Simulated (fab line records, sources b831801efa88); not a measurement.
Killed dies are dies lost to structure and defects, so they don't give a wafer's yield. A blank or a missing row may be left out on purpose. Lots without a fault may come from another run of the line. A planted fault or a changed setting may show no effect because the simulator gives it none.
fab line records | flow sky130
record lots=10 wafers=29 last_day=50
route steps=708 shown VIA3@589 METAL4@598 PAD_OPEN@708
lots that met no fault: from a run of the same line without faults
start_h: hours from the record's first day to the start of the lot's first wafer shown | wait_h: hours since the lot's step before | " the same as in the row above | L1.1+2: a row that stands for several wafers | - no value, or no start given | * or withheld: withheld | < > ~ a bound
route shown NAME@n: a module of which the file shows steps, and the number in the route of the first | usual: mean/standard deviation of fault-free wafers | same: alike in all rows | chamber/n: place in a boat | sites: the reading at each site | _std_site: their standard deviation | _edge_site: outer sites' mean less inner sites' | radius_mm: how far each site lies from the wafer's centre | mask NAME#n: copy n | behind: the tool/chamber that last shaped the wafer | hold: why the lot was held/for how many hours/how that ended | device: the transistor (n, p or np) that didn't switch | end of line: the same wafers' tests at the end of the route | a step without rows: its recipe alone | killed: dies lost to structure and defects at the first sort, not the wafer's yield | map: a wafer's dies, x killed, . not, _ none there
set.NAME: the setting as run; set.NAME@STEP: as run at that earlier step | model.NAME: the simulator's own value behind a step, which no gauge read
steps of the route over a sample of lots; a table a step, a row a wafer
services: from which hour (start_h, from the record's first day; less than 0 if before it) a tool's chamber was out of use, for how many hours, and why
## steps
# step SKY_VIA3_STRIP_16
# recipe chemistry=O2/N2 power_w=1400 pressure_mtorr=1500 platen_temp_c=withheld o2_flow_sccm=3000 n2_flow_sccm=300 overash_fraction=0.5
# usual drypump_motor_current_A=5.6/0.46 oes_product_au=0.403/0.0046 strip_time_to_endpoint_s=4.16/0.032
# columns lot.wafer tool chamber start_h wait_h drypump_motor_current_A oes_product_au rf_hours_counter_h strip_time_to_endpoint_s
L954.4 plasma_asher-03 0 947.02 0.1 6.1 0.401 - 4.16
L954.5 " 0 " " 6.1 0.402 - 4.20
L954.6 " 1 " " 5.1 0.400 - 4.17
L953.1 plasma_asher-03 0 947.70 0.0 6.1 0.403 110 4.11
L953.5 " 1 " " 5.1 0.402 - 4.10
L953.6 " 0 " " 6.1 0.397 - 4.09
L952.2 plasma_asher-02 1 948.44 0.0 5.6 0.404 47 4.17
L952.3 " 1 " " 5.6 0.411 - 4.14
L952.4 " 0 " " 4.9 0.395 - 4.13
L960.1 plasma_asher-03 0 990.64 0.0 6.1 0.407 113 4.15
L960.4 " 0 " " 6.1 0.409 - 4.19
L960.5 " 1 " " 5.1 0.403 - 4.17
L962.3 plasma_asher-02 1 1004.04 0.1 5.6 0.406 - 4.19
L962.4 " 0 " " 4.9 0.400 - 4.18
L962.5 " 0 " " 4.9 0.412 - 4.20
L964.2 plasma_asher-02 1 1015.29 0.0 5.6 0.405 54 4.21
L964.3 " 0 " " 4.9 0.403 - 4.17
L964.6 " 1 " " 5.6 0.415 - 4.21
L966.4 plasma_asher-02 1 1030.61 0.1 5.5 0.408 - 4.20
L966.5 " 1 " " 5.6 0.409 - 4.18
L966.6 " 0 " " 4.9 0.397 - 4.13
L973.2 plasma_asher-03 1 1075.74 0.0 5.1 0.397 1 4.13
L973.4 " 0 " " 6.1 0.407 - 4.13
L973.6 " 0 " " 6.1 0.405 - 4.20
L970.2 plasma_asher-02 1 1077.10 0.0 5.6 0.400 61 4.13
L970.5 " 1 " " 5.6 0.398 - 4.15
L975.1 plasma_asher-02 0 1081.88 0.0 4.9 0.408 61 4.15
L975.2 " 1 " " 5.5 0.408 61 4.18
L975.4 " 0 " " 4.9 0.403 - 4.17
# step SKY_VIA3_SPUTTER_20
# recipe material=TiN target_thk_nm=20 chamber_pressure_pa=5 power_w=4000 time_s=80
# usual throttle_valve_pct=30.2/0.78
# columns lot.wafer tool chamber start_h wait_h throttle_valve_pct
L954.4 pvd_sputter-03 - 947.58 0.0 30.1
L954.5 " - " " 30.3
L954.6 " - " " 30.3
L953.1 pvd_sputter-04 - 948.34 0.0 28.2
L953.5 " - " " 29.4
L953.6 " - " " 31.3
L952.2 pvd_sputter-04 - 949.03 0.0 29.7
L952.3 " - " " 31.3
L952.4 " - " " 30.0
L960.1 pvd_sputter-04 - 991.27 0.0 29.7
L960.4 " - " " 29.5
L960.5 " - " " 29.8
L962.3 pvd_sputter-04 - 1004.60 0.0 28.1
L962.4 " - " " 28.1
L962.5 " - " " 29.9
L964.2 pvd_sputter-04 - 1015.89 0.0 30.0
L964.3 " - " " 31.2
L964.6 " - " " 29.4
L966.4 pvd_sputter-02 - 1031.20 0.0 30.1
L966.5 " - " " 30.4
L966.6 " - " " 31.1
L973.2 pvd_sputter-02 - 1076.36 0.0 31.1
L973.4 " - " " 30.1
L973.6 " - " " 30.6
L970.2 pvd_sputter-04 - 1077.70 0.0 28.2
L970.5 " - " " 30.2
L975.1 pvd_sputter-03 - 1082.48 0.0 29.7
L975.2 " - " " 30.1
L975.4 " - " " 29.9
# step SKY_VIA3_CVD_21
# recipe material=W target_thk_nm=390 time_s=117.31 temp_c=400 pressure_torr=40
# usual heater_power_w=830/140
# columns lot.wafer tool chamber start_h wait_h heater_power_w
L954.4 cvd_w-01 0 947.68 0.1 706
L954.5 " 1 " " 907
L954.6 " 0 " " 693
L953.1 cvd_w-01 0 948.40 0.0 697
L953.5 " 0 " " 687
L953.6 " 1 " " 903
L952.2 cvd_w-02 0 949.10 0.0 702
L952.3 " 0 " " 704
L952.4 " 1 " " 1024
L960.1 cvd_w-01 1 991.33 0.0 924
L960.4 " 1 " " 904
L960.5 " 0 " " 694
L962.3 cvd_w-01 1 1004.70 0.1 880
L962.4 " 0 " " 667
L962.5 " 1 " " 879
L964.2 cvd_w-02 0 1015.95 0.0 682
L964.3 " 1 " " 1062
L964.6 " 1 " " 1064
L966.4 cvd_w-02 1 1031.27 0.0 1024
L966.5 " 1 " " 1056
L966.6 " 0 " " 711
L973.2 cvd_w-01 0 1076.42 0.0 697
L973.4 " 1 " " 895
L973.6 " 1 " " 900
L970.2 cvd_w-01 0 1077.76 0.0 683
L970.5 " 1 " " 907
L975.1 cvd_w-01 0 1082.54 0.0 696
L975.2 " 1 " " 902
L975.4 " 0 " " 717
# step SKY_VIA3_RS_MEAS_22
# recipe thk_meas_gauge=four-point-probe reads=W_of_VIA3_CVD_21+TiN_of_VIA3_SPUTTER_20
# usual VIA3_W_RS=0.2964/0.0027
# columns lot.wafer tool chamber start_h wait_h hold VIA3_W_RS[ohm/sq]
L954.4 film_metro-03 - 947.82 0.1 - 0.2976
L954.5 " - " " - 0.2952
L954.6 " - " " - 0.2932
L953.1 film_metro-03 - 948.52 0.1 - 0.2987
L953.5 " - " " - 0.2941
L953.6 " - " " - 0.2933
L952.2 film_metro-03 - 949.24 0.1 - 0.2983
L952.3 " - " " - 0.2961
L952.4 " - " " - 0.2985
L960.1 film_metro-02 - 991.45 0.1 await_dispo/0.2h/release 0.2976
L960.4 " - " " await_dispo/0.2h/release 0.2926
L960.5 " - " " await_dispo/0.2h/release 0.2857
L960.1 film_metro-02 - 991.85 0.4 - 0.2978
L960.4 " - " " - 0.2923
L960.5 " - " " - 0.2864
L962.3 film_metro-03 - 1004.82 0.1 await_dispo/0.2h/release 0.2958
L962.4 " - " " await_dispo/0.2h/release 0.2836
L962.5 " - " " await_dispo/0.2h/release 0.2939
L962.3 film_metro-03 - 1005.11 0.3 - 0.2962
L962.4 " - " " - 0.2825
L962.5 " - " " - 0.2936
L964.2 film_metro-04 - 1016.09 0.1 - 0.2964
L964.3 " - " " - 0.2948
L964.6 " - " " - 0.2958
L966.4 film_metro-03 - 1031.42 0.1 - 0.2941
L966.5 " - " " - 0.2930
L966.6 " - " " - 0.2947
L973.2 film_metro-02 - 1076.57 0.1 - 0.2998
L973.4 " - " " - 0.2990
L973.6 " - " " - 0.2981
L970.2 film_metro-04 - 1077.91 0.1 - 0.2975
L970.5 " - " " - 0.2961
L975.1 film_metro-03 - 1082.66 0.1 - 0.2926
L975.2 " - " " - 0.2944
L975.4 " - " " - 0.2952
# step SKY_VIA3_THK_MEAS_23
# recipe thk_meas_gauge=xrf reads=W_of_VIA3_CVD_21
# usual VIA3_W_THK=402/7.1
# columns lot.wafer tool chamber start_h wait_h hold VIA3_W_THK[nm]
L954.4 film_metro-03 - 947.91 0.1 - 395
L954.5 " - " " - 398
L954.6 " - " " - 403
L953.1 film_metro-03 - 948.64 0.1 - 394
L953.5 " - " " - 398
L953.6 " - " " - 397
L952.2 film_metro-03 - 949.35 0.1 - 394
L952.3 " - " " - 396
L952.4 " - " " - 396
L960.1 film_metro-02 - 995.85 4.0 await_dispo/0.2h/release 410
L960.4 " - " " await_dispo/0.2h/release 413
L960.5 " - " " await_dispo/0.2h/release 426
L960.1 film_metro-02 - 996.08 0.2 - 407
L960.4 " - " " - 416
L960.5 " - " " - 425
L962.3 film_metro-03 - 1011.28 6.2 await_dispo/0.2h/release 398
L962.4 " - " " await_dispo/0.2h/release 414
L962.5 " - " " await_dispo/0.2h/release 398
L962.3 film_metro-03 - 1011.51 0.2 - 396
L962.4 " - " " - 418
L962.5 " - " " - 397
L964.2 film_metro-04 - 1016.20 0.1 - 399
L964.3 " - " " - 400
L964.6 " - " " - 399
L966.4 film_metro-03 - 1031.51 0.1 - 395
L966.5 " - " " - 400
L966.6 " - " " - 397
L973.2 film_metro-02 - 1076.68 0.1 - 402
L973.4 " - " " - 402
L973.6 " - " " - 404
L970.2 film_metro-04 - 1078.02 0.1 - 399
L970.5 " - " " - 399
L975.1 film_metro-03 - 1082.78 0.1 - 406
L975.2 " - " " - 404
L975.4 " - " " - 402
# step SKY_METAL4_SPUTTER_00
# recipe material=Ti target_thk_nm=15 power_w=2956 time_s=10 chamber_pressure_pa=0.4
# usual throttle_valve_pct=30.8/1.2
# columns lot.wafer tool chamber start_h wait_h throttle_valve_pct
L954.4 pvd_sputter-02 - 948.24 0.1 30.4
L954.5 " - " " 30.2
L954.6 " - " " 31.2
L953.1 pvd_sputter-02 - 949.00 0.1 30.3
L953.5 " - " " 30.3
L953.6 " - " " 30.2
L952.2 pvd_sputter-03 - 949.96 0.1 29.6
L952.3 " - " " 30.0
L952.4 " - " " 30.4
L960.1 pvd_sputter-03 - 998.64 0.2 29.9
L960.4 " - " " 30.0
L960.5 " - " " 30.1
L962.3 pvd_sputter-02 - 1014.77 0.1 30.2
L962.4 " - " " 30.4
L962.5 " - " " 31.3
L964.2 pvd_sputter-01 - 1016.58 0.1 31.5
L964.3 " - " " 29.2
L964.6 " - " " 33.2
L966.4 pvd_sputter-01 - 1031.85 0.2 33.1
L966.5 " - " " 29.2
L966.6 " - " " 32.9
L973.2 pvd_sputter-02 - 1077.03 0.2 31.2
L973.4 " - " " 30.2
L973.6 " - " " 31.0
L970.2 pvd_sputter-01 - 1078.37 0.2 31.4
L970.5 " - " " 29.4
L975.1 pvd_sputter-03 - 1083.14 0.1 29.8
L975.2 " - " " 29.6
L975.4 " - " " 30.5
# step SKY_PAD_OPEN_PROBE_99
# usual defect_limited_yield=82.2/1.8 killed_at_M0_to_M3=44/6.9 killed_at_M4_up=3.3/2 killed_at_contacts=25/5.4 killed_at_front_end=16/4.6 killed_at_other=0.2/0.51 killed_dies=88/8.9 killed_open=48/6.8 killed_short=39/5.8 sort_bin_3_pad_short=0.8/0.44 sort_bin_5_function=10.6/1.4 sort_bin_6_memory=6.4/1.1 sort_n_pass=404/8.9 sort_yield_pct=82.2/1.8
# same gross_dies=492 killed_at_back_side=0 sort_bin_4_leakage[%]=0 sort_bin_8_speed[%]=0
# columns lot.wafer tool chamber start_h wait_h defect_limited_yield[%] killed_at_M0_to_M3 killed_at_M4_up killed_at_contacts killed_at_front_end killed_at_other killed_dies killed_open killed_short sort_bin_3_pad_short[%] sort_bin_5_function[%] sort_bin_6_memory[%] sort_n_pass sort_yield_pct[%]
L954.4 prober-02 - 1092.09 0.2 78.7 46 4 29 26 0 105 54 49 1.0 12.2 8.1 387 78.7
L954.5 prober-02 - 1092.14 0.2 82.1 58 2 20 8 0 88 47 41 1.0 11.6 5.3 404 82.1
L954.6 prober-02 - 1092.19 0.2 81.9 48 2 24 15 0 89 41 48 1.6 10.4 6.1 403 81.9
L953.1 prober-01 - 1094.46 0.1 83.7 35 1 30 14 0 80 45 35 1.4 9.1 5.7 412 83.7
L953.5 prober-01 - 1094.66 0.2 84.8 41 0 22 12 0 75 40 35 0.8 6.9 7.5 417 84.8
L953.6 prober-01 - 1094.71 0.2 82.3 39 3 28 17 0 87 50 37 0.6 11.0 6.1 405 82.3
L952.2 prober-02 - 1094.76 0.1 83.5 39 4 19 19 0 81 44 36 0.4 9.1 6.9 411 83.5
L952.3 prober-02 - 1094.81 0.2 84.3 39 4 24 10 0 77 46 31 0.8 10.2 4.7 415 84.3
L952.4 prober-02 - 1094.86 0.2 80.3 40 6 28 23 0 97 62 35 0.4 11.6 7.7 395 80.3
L960.1 prober-02 - 1132.42 0.1 84.3 47 1 15 14 0 77 41 36 0.6 8.5 6.5 415 84.3
L960.4 prober-02 - 1132.57 0.2 79.7 47 2 37 14 0 100 62 38 1.2 11.6 7.5 392 79.7
L960.5 prober-02 - 1132.62 0.2 81.5 48 2 29 12 0 91 53 38 0.8 11.0 6.7 401 81.5
L962.3 prober-02 - 1138.24 0.2 85.4 32 2 24 14 0 72 32 39 0.4 10.8 3.5 420 85.4
L962.4 prober-02 - 1138.29 0.2 83.1 42 1 18 22 0 83 48 35 0.2 11.4 5.3 409 83.1
L962.5 prober-02 - 1138.34 0.2 80.1 52 4 23 19 0 98 53 45 1.0 12.2 6.7 394 80.1
L964.2 prober-02 - 1146.26 0.1 81.5 41 5 27 18 0 91 52 38 1.4 11.8 5.3 401 81.5
L964.3 prober-02 - 1146.31 0.2 81.7 45 2 33 10 0 90 52 38 0.8 11.0 6.5 402 81.7
L964.6 prober-02 - 1146.46 0.2 83.7 37 4 25 14 0 80 44 36 1.4 10.4 4.5 412 83.7
L966.4 prober-02 - 1159.53 0.2 84.3 39 5 20 13 0 77 43 34 0.2 10.0 5.5 415 84.3
L966.5 prober-02 - 1159.58 0.2 80.7 49 4 30 12 0 95 50 44 1.8 10.0 7.5 397 80.7
L966.6 prober-02 - 1159.63 0.2 82.1 51 4 23 10 0 88 49 39 1.0 10.6 6.3 404 82.1
L973.2 prober-01 - 1198.33 0.1 82.1 39 4 31 13 1 88 48 40 0.8 12.8 4.3 404 82.1
L973.4 prober-01 - 1198.43 0.2 82.9 50 4 20 10 0 84 52 31 0.6 10.4 6.1 408 82.9
L973.6 prober-01 - 1198.53 0.2 81.9 49 3 19 17 1 89 51 37 0.6 10.4 7.1 403 81.9
L970.2 prober-02 - 1199.83 0.1 80.9 36 2 24 32 0 94 55 39 0.8 10.6 7.7 398 80.9
L970.5 prober-02 - 1199.98 0.2 83.7 37 3 21 18 1 80 46 33 0.8 10.0 5.5 412 83.7
L975.1 prober-02 - 1201.21 0.1 81.1 50 0 35 8 0 93 52 41 0.4 12.2 6.3 399 81.1
L975.2 prober-02 - 1201.26 0.1 74.8 57 2 40 25 0 124 74 50 1.8 14.4 8.9 368 74.8
L975.4 prober-02 - 1201.36 0.2 82.5 45 2 29 10 0 86 50 36 0.8 10.8 5.9 406 82.5
# killed by level:class
L954.4 VIA1:geometric_particle:open=16 CONTACT:geometric_particle:open=15 FIELD_ISO:geometric_particle:open=7 LOCAL_INTERCONNECT:geometric_particle:short=7 FIELD_ISO:geometric_particle:short=6 METAL1:geometric_particle:short=5 POLY_GATE:geometric_particle:short=5 CONTACT:geometric_particle:short=5
L954.5 VIA1:geometric_particle:open=13 VIA3:geometric_particle:open=8 VIA2:geometric_particle:open=8 METAL2:geometric_particle:short=8 LI_CONTACT:geometric_particle:open=6 CONTACT:geometric_particle:short=6 VIA3:geometric_particle:short=6 VIA1:geometric_particle:short=5
L954.6 CONTACT:geometric_particle:short=9 VIA1:geometric_particle:open=9 FIELD_ISO:geometric_particle:open=7 VIA3:geometric_particle:open=7 VIA3:geometric_particle:short=6 LOCAL_INTERCONNECT:geometric_particle:short=5 CONTACT:geometric_particle:open=5 VIA1:geometric_particle:short=5
L953.1 CONTACT:geometric_particle:open=14 CONTACT:geometric_particle:short=7 METAL1:geometric_particle:short=7 VIA2:geometric_particle:open=7 LI_CONTACT:geometric_particle:open=6 METAL2:geometric_particle:short=5 POLY_GATE:geometric_particle:open=4 FIELD_ISO:geometric_particle:short=3
L953.5 CONTACT:geometric_particle:open=10 VIA1:geometric_particle:open=9 METAL2:geometric_particle:short=7 VIA2:geometric_particle:open=6 POLY_GATE:geometric_particle:short=4 CONTACT:geometric_particle:short=4 METAL1:geometric_particle:short=4 VIA1:geometric_particle:short=4
L953.6 CONTACT:geometric_particle:open=10 LI_CONTACT:geometric_particle:open=9 VIA1:geometric_particle:open=8 VIA2:geometric_particle:open=6 VIA3:geometric_particle:open=5 POLY_GATE:geometric_particle:short=4 METAL2:geometric_particle:short=4 VIA2:geometric_particle:short=4
L952.2 VIA1:geometric_particle:open=15 LI_CONTACT:geometric_particle:open=8 POLY_GATE:geometric_particle:short=6 SPACER:geometric_particle:open=5 VIA3:geometric_particle:open=5 CONTACT:geometric_particle:short=4 METAL2:geometric_particle:short=4 FIELD_ISO:geometric_particle:short=3
L952.3 VIA1:geometric_particle:open=10 LI_CONTACT:geometric_particle:open=8 CONTACT:geometric_particle:open=7 VIA2:geometric_particle:open=4 VIA1:geometric_particle:short=4 METAL2:geometric_particle:short=4 VIA3:geometric_particle:open=4 POLY_GATE:geometric_particle:open=3
L952.4 LI_CONTACT:geometric_particle:open=11 VIA1:geometric_particle:open=10 CONTACT:geometric_particle:open=8 FIELD_ISO:geometric_particle:open=7 FIELD_ISO:geometric_particle:short=7 VIA3:geometric_particle:open=7 VIA2:geometric_particle:open=6 VIA1:geometric_particle:short=5
L960.1 VIA1:geometric_particle:open=10 VIA2:geometric_particle:open=9 VIA3:geometric_particle:open=8 METAL1:geometric_particle:short=8 LOCAL_INTERCONNECT:geometric_particle:short=6 METAL2:geometric_particle:short=5 POLY_GATE:geometric_particle:open=4 SPACER:geometric_particle:short=3
L960.4 LI_CONTACT:geometric_particle:open=13 CONTACT:geometric_particle:open=12 VIA1:geometric_particle:open=12 VIA3:geometric_particle:open=8 CONTACT:geometric_particle:short=7 VIA2:geometric_particle:open=7 FIELD_ISO:geometric_particle:short=6 METAL2:geometric_particle:short=5
L960.5 CONTACT:geometric_particle:open=12 VIA1:geometric_particle:open=10 VIA2:geometric_particle:short=8 LI_CONTACT:geometric_particle:open=8 VIA3:geometric_particle:open=8 LOCAL_INTERCONNECT:geometric_particle:short=5 METAL1:geometric_particle:short=5 METAL2:geometric_particle:short=4
L962.3 POLY_GATE:geometric_particle:short=6 LI_CONTACT:geometric_particle:short=6 CONTACT:geometric_particle:open=6 VIA1:geometric_particle:open=5 VIA2:geometric_particle:open=5 FIELD_ISO:geometric_particle:short=4 LI_CONTACT:geometric_particle:open=4 LOCAL_INTERCONNECT:geometric_particle:short=4
L962.4 CONTACT:geometric_particle:open=12 VIA1:geometric_particle:open=9 VIA2:geometric_particle:open=7 FIELD_ISO:geometric_particle:open=6 FIELD_ISO:geometric_particle:short=5 METAL3:geometric_particle:short=5 METAL1:geometric_particle:open=4 VIA1:geometric_particle:short=4
L962.5 VIA1:geometric_particle:open=17 VIA2:geometric_particle:open=10 METAL1:geometric_particle:short=7 CONTACT:geometric_particle:open=7 FIELD_ISO:geometric_particle:short=6 LI_CONTACT:geometric_particle:short=6 FIELD_ISO:geometric_particle:open=4 METAL2:geometric_particle:short=4
L964.2 LI_CONTACT:geometric_particle:open=9 VIA3:geometric_particle:open=7 VIA2:geometric_particle:open=7 VIA1:geometric_particle:open=7 POLY_GATE:geometric_particle:open=6 CONTACT:geometric_particle:open=6 VIA1:geometric_particle:short=5 FIELD_ISO:geometric_particle:short=4
L964.3 CONTACT:geometric_particle:open=12 VIA2:geometric_particle:open=9 VIA3:geometric_particle:open=8 CONTACT:geometric_particle:short=7 VIA3:geometric_particle:short=7 LI_CONTACT:geometric_particle:open=6 METAL1:geometric_particle:short=6 VIA1:geometric_particle:open=5
L964.6 CONTACT:geometric_particle:open=9 VIA1:geometric_particle:open=7 METAL1:geometric_particle:short=6 VIA2:geometric_particle:open=5 METAL2:geometric_particle:short=5 VIA3:geometric_particle:open=4 LI_CONTACT:geometric_particle:open=4 CONTACT:geometric_particle:short=4
L966.4 VIA1:geometric_particle:open=10 CONTACT:geometric_particle:open=9 VIA2:geometric_particle:open=7 CONTACT:geometric_particle:short=5 METAL2:geometric_particle:short=5 FIELD_ISO:geometric_particle:short=4 LI_CONTACT:geometric_particle:open=4 METAL1:geometric_particle:short=4
L966.5 CONTACT:geometric_particle:open=13 VIA3:geometric_particle:open=9 VIA1:geometric_particle:open=8 METAL2:geometric_particle:short=8 VIA2:geometric_particle:open=8 LI_CONTACT:geometric_particle:open=7 FIELD_ISO:geometric_particle:short=5 CONTACT:geometric_particle:short=5
L966.6 VIA1:geometric_particle:open=13 VIA2:geometric_particle:open=10 CONTACT:geometric_particle:open=9 METAL1:geometric_particle:short=7 VIA3:geometric_particle:open=6 POLY_GATE:geometric_particle:open=5 LOCAL_INTERCONNECT:geometric_particle:short=5 CONTACT:geometric_particle:short=5
L973.2 VIA1:geometric_particle:open=11 LOCAL_INTERCONNECT:geometric_particle:short=8 CONTACT:geometric_particle:open=7 FIELD_ISO:geometric_particle:open=6 VIA2:geometric_particle:open=6 VIA1:geometric_particle:short=6 CONTACT:geometric_particle:short=6 METAL2:geometric_particle:short=5
L973.4 VIA1:geometric_particle:open=14 CONTACT:geometric_particle:open=7 VIA2:geometric_particle:open=7 VIA3:geometric_particle:open=7 CONTACT:geometric_particle:short=6 LI_CONTACT:geometric_particle:open=4 METAL3:geometric_particle:open=4 METAL1:geometric_particle:short=4
L973.6 VIA3:geometric_particle:open=12 VIA1:geometric_particle:open=11 FIELD_ISO:geometric_particle:short=8 LI_CONTACT:geometric_particle:open=6 CONTACT:geometric_particle:open=6 VIA2:geometric_particle:open=6 VIA1:geometric_particle:short=5 VIA3:geometric_particle:short=5
L970.2 FIELD_ISO:geometric_particle:open=10 VIA1:geometric_particle:open=9 LI_CONTACT:geometric_particle:open=8 FIELD_ISO:geometric_particle:short=7 VIA3:geometric_particle:open=7 POLY_GATE:geometric_particle:open=6 CONTACT:geometric_particle:open=6 POLY_GATE:geometric_particle:short=5
L970.5 VIA1:geometric_particle:open=10 LI_CONTACT:geometric_particle:open=8 VIA2:geometric_particle:open=8 VIA1:geometric_particle:short=7 CONTACT:geometric_particle:open=7 POLY_GATE:geometric_particle:short=5 VIA3:geometric_particle:open=5 FIELD_ISO:geometric_particle:open=4
L975.1 CONTACT:geometric_particle:open=19 VIA1:geometric_particle:open=10 CONTACT:geometric_particle:short=9 VIA3:geometric_particle:open=8 VIA2:geometric_particle:short=6 VIA2:geometric_particle:open=6 METAL2:geometric_particle:short=5 METAL3:geometric_particle:short=5
L975.2 CONTACT:geometric_particle:open=19 VIA1:geometric_particle:open=15 POLY_GATE:geometric_particle:short=12 METAL2:geometric_particle:short=10 LI_CONTACT:geometric_particle:open=9 VIA3:geometric_particle:open=8 VIA2:geometric_particle:open=6 LOCAL_INTERCONNECT:geometric_particle:short=5
L975.4 CONTACT:geometric_particle:open=10 VIA1:geometric_particle:open=10 LI_CONTACT:geometric_particle:open=9 VIA2:geometric_particle:open=8 METAL1:geometric_particle:short=6 CONTACT:geometric_particle:short=6 VIA3:geometric_particle:open=5 METAL2:geometric_particle:short=5
## services
# columns tool chamber start_h hours kind
cvd_w-01 0 924.20 - clean
cvd_w-01 1 924.20 - clean
pvd_sputter-03 - 929.87 11.8 repair
cvd_w-02 - 932.68 1.4 repair
plasma_asher-03 - 935.92 0.7 repair
plasma_asher-03 - 949.93 4.3 pm
pvd_sputter-02 - 956.01 14.5 repair
pvd_sputter-02 - 963.60 5.1 repair
plasma_asher-03 - 974.69 5.6 repair
pvd_sputter-03 - 988.25 3.6 repair
pvd_sputter-02 - 989.07 8.4 repair
pvd_sputter-04 0 989.63 - consumable_replace:kit
pvd_sputter-04 0 989.63 18.0 scheduled_down
pvd_sputter-02 0 1016.43 - consumable_replace:kit
pvd_sputter-02 0 1016.43 18.0 scheduled_down
pvd_sputter-02 0 1016.43 18.0 vent_cycle
pvd_sputter-01 - 1043.03 21.2 repair
pvd_sputter-04 - 1044.65 2.2 repair
plasma_asher-02 - 1047.42 1.4 repair
plasma_asher-03 - 1055.25 9.0 pm
cvd_w-02 - 1067.06 2.4 repair
pvd_sputter-02 - 1067.07 2.8 repair
pvd_sputter-03 - 1074.06 7.4 repair
pvd_sputter-03 - 1080.23 2.0 repair
## key
first_sign step=SKY_VIA3_RS_MEAS_22 reading=visit direction=added
effect step=SKY_VIA3_RS_MEAS_22 reading=VIA3_W_RS direction=down sigmas=4.4 usual=0.2964 struck=0.2846
effect step=SKY_VIA3_THK_MEAS_23 reading=visit direction=added
met_at SKY_VIA3_CVD_21
struck_lots L960,L962
struck_wafers L960.5,L962.4
not_acting_at SKY_VIA3_STRIP_16,SKY_VIA3_SPUTTER_20,SKY_METAL4_SPUTTER_00
onset_between 948.40 991.33
fault kind=process_parameter_drift tool=cvd_w-01 chamber=0 onset_h=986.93 steps=SKY_VIA3_CVD_21 channel=target_thk_nm offset=18.208 shape=step end_h=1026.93 acts_in=these_recipes_only stated=390
